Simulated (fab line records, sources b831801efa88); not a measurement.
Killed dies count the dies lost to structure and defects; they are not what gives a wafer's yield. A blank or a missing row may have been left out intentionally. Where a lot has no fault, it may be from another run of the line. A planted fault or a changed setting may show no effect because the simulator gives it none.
Matching of chambers + flow gf180mcu + GF_CONTACT_CMP_04 on cmp-01: 4 sister chambers
The step polishes SiO2. 16 wafers are shown with their chamber, then 8 later ones without.

WAFERS PAIRED WITH THEIR CHAMBERS
| wafer  | chamber | motor current A (A) | head pressure psi (psi) | time to endpoint s (s) |
|--------|---------|---------------------|-------------------------|------------------------|
| L950.2 | 3       | 11.6                | 3.994                   | 115                    |
| L950.4 | 2       | 10.2                | 4.010                   | 118                    |
| L950.5 | 2       | 10.1                | 4.006                   | 124                    |
| L951.2 | 1       | 12.1                | 3.998                   | 110                    |
| L951.3 | 2       | 9.9                 | 4.012                   | 110                    |
| L951.5 | 1       | 12.1                | 4.004                   | 118                    |
| L952.3 | 1       | 11.8                | 3.995                   | 102                    |
| L952.4 | 2       | 10.6                | 3.997                   | 109                    |
| L952.5 | 2       | 9.8                 | 3.992                   | 109                    |
| L953.2 | 0       | 12.6                | 3.999                   | 110                    |
| L953.5 | 1       | 12.1                | 3.995                   | 114                    |
| L953.6 | 2       | 10.4                | 4.010                   | 114                    |
| L954.2 | 1       | 11.7                | 3.992                   | 109                    |
| L954.3 | 0       | 12.5                | 3.999                   | 110                    |
| L954.6 | 2       | 10.4                | 3.995                   | 113                    |
| L955.2 | 2       | 10.2                | 4.007                   | 107                    |

SIGNATURES (means of the wafers above)
| reading            | chamber 0 | chamber 1 | chamber 2 | chamber 3 | scatter within a chamber |
|--------------------|-----------|-----------|-----------|-----------|--------------------------|
| motor current A    | 12.550    | 11.960    | 10.200    | 11.600    | 0.234                    |
| head pressure psi  | 3.99900   | 3.99680   | 4.00362   | 3.99400   | 0.00649                  |
| time to endpoint s | 110.00    | 110.60    | 113.00    | 115.00    | 5.53                     |
Rule: for a wafer and a chamber, the distance is found by dividing, reading by reading, the gap between the wafer's reading and the chamber's mean by the reading's scatter, squaring, summing and taking the root. If the next closest chamber is less than 2 further off than the closest, the wafer can't be placed; otherwise it belongs to the closest. How the scatter is found: for the shown wafers, subtract from each reading the mean of its chamber, square and add these, divide the total by (wafers less chambers), then take the root.

WAFERS MISSING THEIR CHAMBER
| wafer  | motor current A (A) | head pressure psi (psi) | time to endpoint s (s) |
|--------|---------------------|-------------------------|------------------------|
| L955.3 | 11.2                | 4.013                   | 110                    |
| L955.6 | 11.8                | 3.999                   | 117                    |
| L964.2 | 11.3                | 3.986                   | 103                    |
| L964.3 | 10.5                | 3.998                   | 101                    |
| L964.5 | 11.9                | 4.010                   | 114                    |
| L969.2 | 12.0                | 4.009                   | 104                    |
| L969.3 | 10.1                | 3.994                   | 100                    |
| L969.4 | 11.5                | 4.000                   | 101                    |

THE CHAMBER EACH PASSED THROUGH
| wafer  | from the rows above          | in truth |
|--------|------------------------------|----------|
| L955.3 | can't be placed: 3 or 1 or 2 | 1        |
| L955.6 | can't be placed: 3 or 1      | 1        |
| L964.2 | can't be placed: 3 or 1      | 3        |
| L964.3 | 2                            | 2        |
| L964.5 | can't be placed: 1 or 3 or 0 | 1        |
| L969.2 | can't be placed: 1 or 0 or 3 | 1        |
| L969.3 | 2                            | 2        |
| L969.4 | can't be placed: 1 or 3      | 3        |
Correct placement for 2 of the 8. These rows do not allow placing 6 (true chamber among the candidates in 6). Wrongly placed: 0.
